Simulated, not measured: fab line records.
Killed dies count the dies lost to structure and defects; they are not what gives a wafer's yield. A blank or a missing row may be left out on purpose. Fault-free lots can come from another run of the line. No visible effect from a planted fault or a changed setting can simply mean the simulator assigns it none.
Which tool did it? + flow sky130 + 17 wafers from 6 lots sampled at 3 of the route's 708 steps

== WHAT THE GAUGES READ, wafer by wafer ==
SKY_VIA3_THK_MEAS_01.
| lot  | measured     | on            | VIA3_HDPCVD_THK (nm) |
|------|--------------|---------------|----------------------|
| L714 | day 39 06:22 | film-metro-03 | 1637 1602 1638       |
| L717 | day 39 23:49 | film-metro-02 | 1612 1657 1628       |
| L720 | day 41 02:37 | film-metro-01 | 1660 1625 1605       |
| L722 | day 41 17:55 | film-metro-03 | 1609 1616 1632       |
| L724 | day 42 20:30 | film-metro-01 | 1622 1631 1604       |
| L729 | day 44 16:26 | film-metro-03 | 1649 534             |

== EACH LOT AND THE TOOL THAT RAN IT (in order: tool; ch and the chambers of the sampled wafers; start) ==
| lot  | SKY_CAPM_METAL_ETCH_13            | SKY_VIA3_HDPCVD_00               |
|------|-----------------------------------|----------------------------------|
| L714 | rie-metal-04 ch 0,1, day 38 03:22 | hdpcvd-01 ch 0,2, day 39 06:11   |
| L717 | rie-metal-04 ch 0,1, day 38 20:58 | hdpcvd-01 ch 0,1, day 39 23:39   |
| L720 | rie-metal-04 ch 0,1, day 39 23:34 | hdpcvd-01 ch 1,2, day 41 02:26   |
| L722 | rie-metal-03 ch 0,1, day 40 15:13 | hdpcvd-01 ch 0,1,2, day 41 17:44 |
| L724 | rie-metal-03 ch 0,1, day 41 19:07 | hdpcvd-02 ch 0,2, day 42 20:20   |
| L729 | rie-metal-01 ch 0,1, day 43 16:49 | hdpcvd-02 ch 1,2, day 44 16:16   |
- SKY_CAPM_METAL_ETCH_13: etches TiN in Cl2/BCl3, stops on SiO2, target depth 220 nm, time 62.9 s.
- SKY_VIA3_HDPCVD_00: deposits SiO2, target thk 1635 nm, time 272.5 s.

== THE ANSWER, worked out from the rows above alone ==
Rule: the lots themselves supply what counts as usual. Put in order of their means at a reading, lots are off if they are a third of the lots or fewer, leave a main group of 4 or more, and stand apart from it by a gap of 3 or more times the standard deviation of the main group's means; of several such gaps the widest counts. A main group whose means are all the same, to the digits that the tables above print for the reading, isn't used. A lot without any number at a reading at which 4 lots or more have one is off too. Where the step has rows for the other lots, those lots are counted as sound.
Off: at SKY_VIA3_THK_MEAS_01 (VIA3_HDPCVD_THK), L729. The main group: mean 1625 nm, standard deviation 5.5.
A tool fits if, at a process step before that reading, it ran every lot that is off, and no sound lot after the first of them. The gauges at SKY_VIA3_THK_MEAS_01 are tried like those tools. Can't be told from this: 3 tools fit, rie-metal-01 at SKY_CAPM_METAL_ETCH_13, hdpcvd-02 at SKY_VIA3_HDPCVD_00, film-metro-03 at SKY_VIA3_THK_MEAS_01.

== WHAT THE SIMULATOR PUT IN ==
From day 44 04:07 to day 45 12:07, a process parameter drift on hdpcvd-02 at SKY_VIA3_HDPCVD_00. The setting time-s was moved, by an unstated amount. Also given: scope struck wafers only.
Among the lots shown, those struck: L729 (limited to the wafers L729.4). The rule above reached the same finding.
